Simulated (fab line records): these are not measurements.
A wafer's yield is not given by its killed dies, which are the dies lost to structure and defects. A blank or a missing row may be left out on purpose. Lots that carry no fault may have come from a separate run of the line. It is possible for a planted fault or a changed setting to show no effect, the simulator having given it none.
Chamber matching    flow sfqLine    pecvd-04 running SFQ_TRILAYER_I1_DEP_PECVD_045: 3 sister chambers
The step deposits SiO2 from SiH4/N2O, time 111.11 s, target thk 500 nm. 14 wafers are shown with their chamber, then 7 later ones without.

== WAFERS PAIRED WITH THEIR CHAMBERS ==
wafer   chamber  heaterPowerW (W)  runLengthS (s)  throttleValvePct (%)
L839.1  2        93                140.3           26.3
L839.5  2        93                139.8           26.2
L839.6  1        120               140.7           25.4
L841.2  0        85                139.3           23.9
L841.3  1        131               140.0           22.2
L841.4  2        86                139.4           24.3
L857.1  0        84                139.0           24.2
L857.2  2        89                140.0           24.4
L857.6  1        116               139.9           23.3
L858.1  0        81                139.0           24.2
L858.3  2        84                139.7           24.5
L858.6  2        87                140.2           24.7
L859.3  0        83                139.1           24.2
L859.5  0        68                139.5           24.2

SIGNATURES (averages over the wafers above)
reading           chamber 0  chamber 1  chamber 2  scatter within a chamber
heaterPowerW      80.20      122.33     88.67      5.91
runLengthS        139.180    140.200    139.900    0.32
throttleValvePct  24.140     23.633     25.067     0.937
Rule: distance of a wafer from a chamber = root of the sum over the readings of ((wafer's reading minus chamber's mean) / reading's scatter) squared. The wafer belongs to the nearest chamber; if the next one is less than 2 further off, it can't be placed. The scatter: the root of (the sum of the squares of (reading less its chamber's mean) over the shown wafers, divided by (wafers less chambers)).

== WAFERS WHOSE CHAMBER IS MISSING ==
wafer   heaterPowerW (W)  runLengthS (s)  throttleValvePct (%)
L859.6  87                140.0           24.8
L861.4  80                139.5           24.4
L861.5  87                139.3           24.5
L861.6  130               139.9           23.2
L862.2  83                140.0           24.7
L862.5  128               140.2           22.9
L862.6  74                139.1           24.4

== WHICH CHAMBER EACH ONE RAN IN ==
wafer   from the rows above      in truth
L859.6  2                        2
L861.4  can't be placed: 0 or 2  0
L861.5  can't be placed: 0 or 2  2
L861.6  1                        1
L862.2  can't be placed: 2 or 0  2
L862.5  1                        1
L862.6  0                        0
Placed correctly: 4 of 7. These rows do not allow placing 3 (true chamber among the candidates in 3). Wrongly placed: 0.
